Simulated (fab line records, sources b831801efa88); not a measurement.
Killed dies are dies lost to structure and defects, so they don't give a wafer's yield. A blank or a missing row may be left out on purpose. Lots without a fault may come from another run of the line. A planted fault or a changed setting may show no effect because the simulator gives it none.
Tool commonality check | flow sky130 | 11 lots, 33 wafers sampled

WHY IT WAS OPENED
At SKY_NWELL_THK_MEAS_02 the reading NWELL_OXIDATION_THK is flagged on 2 of 11 lots. Wafers without a fault read 9.94 nm, standard deviation 0.15.
Rule: a lot is flagged when every wafer of it that has a number lies more than 4 standard deviations from that mean, or none has a number. The other lots count as sound.

lot  | measured    | on            | NWELL_OXIDATION_THK (nm), wafer by wafer | flag
L359 | day 2 15:04 | film_metro-02 | 9.88 9.93 9.81                           |
L360 | day 2 19:28 | film_metro-01 | 9.79 9.89 9.89                           |
L367 | day 4 05:25 | film_metro-02 | 12.37 12.44 12.58                        | FLAGGED
L368 | day 4 10:32 | film_metro-01 | 12.34 12.26 12.09                        | FLAGGED
L373 | day 5 12:56 | film_metro-02 | 9.87 9.82 9.97                           |
L374 | day 5 19:40 | film_metro-01 | 9.66 10.00 9.89                          |
L376 | day 6 06:55 | film_metro-02 | 9.90 9.99 10.04                          |
L379 | day 6 22:31 | film_metro-01 | 10.02 10.10 9.99                         |
L380 | day 7 01:39 | film_metro-01 | 10.12 9.99 10.10                         |
L381 | day 7 09:16 | film_metro-02 | 10.12 10.14 10.08                        |
L382 | day 7 12:43 | film_metro-02 | 10.04 9.93 10.07                         |
The numbers of the flagged lots are 12.35 nm on average: +2.41 nm against the usual, or +16 standard deviations.

WHICH TOOL RAN EACH LOT
The record holds 1 process step before the reading, out of a route of 708 steps. In each cell: the tool, then ch and the chambers that the sampled wafers went through, then the start.
lot  | flag    | SKY_NWELL_OXIDATION_01
L359 |         | furnace-01 ch 0, day 2 13:40
L360 |         | furnace-01 ch 0, day 2 18:04
L367 | FLAGGED | furnace-01 ch 0, day 4 04:02
L368 | FLAGGED | furnace-01 ch 0, day 4 09:08
L373 |         | furnace-02 ch 0, day 5 11:31
L374 |         | furnace-02 ch 0, day 5 18:16
L376 |         | furnace-02 ch 0, day 6 05:32
L379 |         | furnace-02 ch 0, day 6 21:07
L380 |         | furnace-02 ch 0, day 7 00:14
L381 |         | furnace-01 ch 0, day 7 07:53
L382 |         | furnace-02 ch 0, day 7 11:18
What these steps do:
- SKY_NWELL_OXIDATION_01: stabilise 600 s, purge 300 s, target thk 10 nm.
- SKY_NWELL_THK_MEAS_02

FLAGGED OVER TOTAL, TOOL BY TOOL (the gauges that took the reading come last)
step                   | tool          | lots run | flagged | share of the flagged lots | sound lots run after its first flagged lot
SKY_NWELL_OXIDATION_01 | furnace-01    | 5        | 2       | all                       | 1 (L381)
SKY_NWELL_OXIDATION_01 | furnace-02    | 6        | 0       | none                      | -
SKY_NWELL_THK_MEAS_02  | film_metro-01 | 5        | 1       | some                      | 3 (L374,L379,L380)
SKY_NWELL_THK_MEAS_02  | film_metro-02 | 6        | 1       | some                      | 4 (L373,L376,L381,L382)

WHAT THE TABLE ALLOWS
1 row of the table ran every flagged lot: furnace-01 at SKY_NWELL_OXIDATION_01.
- furnace-01 at SKY_NWELL_OXIDATION_01: 2 of its 5 lots flagged. Sound lots ran on it after the first flagged one (L381), which a lasting fault on the whole tool wouldn't allow. Its own readings lie more than 4 standard deviations out on every wafer of the flagged lots: spike_tc_bottom_C, spike_tc_centre_C, spike_tc_lower_C, spike_tc_upper_C, tube_center_temp_C, tube_center_temp_C_max.
No row of the table ran every flagged lot and no sound lot after the first.

WHAT THE SIMULATOR HAD PUT IN
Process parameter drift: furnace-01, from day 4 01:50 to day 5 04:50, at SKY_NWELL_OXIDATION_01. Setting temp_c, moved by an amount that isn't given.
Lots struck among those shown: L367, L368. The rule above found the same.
